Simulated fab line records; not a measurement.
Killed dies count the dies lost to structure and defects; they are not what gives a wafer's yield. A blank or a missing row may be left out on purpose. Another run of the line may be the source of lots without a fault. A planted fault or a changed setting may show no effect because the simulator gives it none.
Chamber matching + flow sfq-line + 4 sister chambers for SFQ_TRILAYER_A5B_CMP_CMP_130 on cmp-02
The step polishes, stops on Nb, target thk 340.7 nm. 4 wafers are shown with their chamber, then 8 later ones without.

## WAFERS WITH THEIR CHAMBER
| wafer  | chamber | motor-current-A (A) |
|--------|---------|---------------------|
| L246.4 | 1       | 10.7                |
| L251.1 | 0       | 10.1                |
| L251.5 | 3       | 11.1                |
| L253.3 | 2       | 9.6                 |

## WAFERS WITH NO CHAMBER GIVEN
| wafer  | motor-current-A (A) |
|--------|---------------------|
| L253.2 | 10.3                |
| L253.4 | 10.8                |
| L261.1 | 9.8                 |
| L261.5 | 10.1                |
| L261.6 | 11.4                |
| L262.1 | 10.5                |
| L262.4 | 9.5                 |
| L262.5 | 10.3                |

## WHICH CHAMBER EACH WENT THROUGH
| wafer  | from the rows above     | in truth                   |
|--------|-------------------------|----------------------------|
| L253.2 | can't be placed: 0 or 1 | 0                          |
| L253.4 | can't be placed: 1 or 3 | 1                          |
| L261.1 | can't be placed: 2 or 0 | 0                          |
| L261.5 | 0                       | 0                          |
| L261.6 | 3                       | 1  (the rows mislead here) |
| L262.1 | can't be placed: 1 or 0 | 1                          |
| L262.4 | 2                       | 2                          |
| L262.5 | can't be placed: 0 or 1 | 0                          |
2 of 8 placed correctly. Can't be placed from these rows: 5 (the true chamber is among the candidates in 5). Placed wrongly: 1.
How it was worked out, from the rows above alone: a wafer's distance from a chamber is the root of the sum, over the readings, of the square of ((its reading less the chamber's mean) divided by the reading's scatter). If the next closest chamber is less than 2 further off than the closest, the wafer can't be placed; otherwise it belongs to the closest. The mean given for a chamber averages the wafers shown for that chamber. The scatter: with one shown wafer a chamber, the root of the mean of the squares of how far each hidden wafer lies from its nearest shown one.
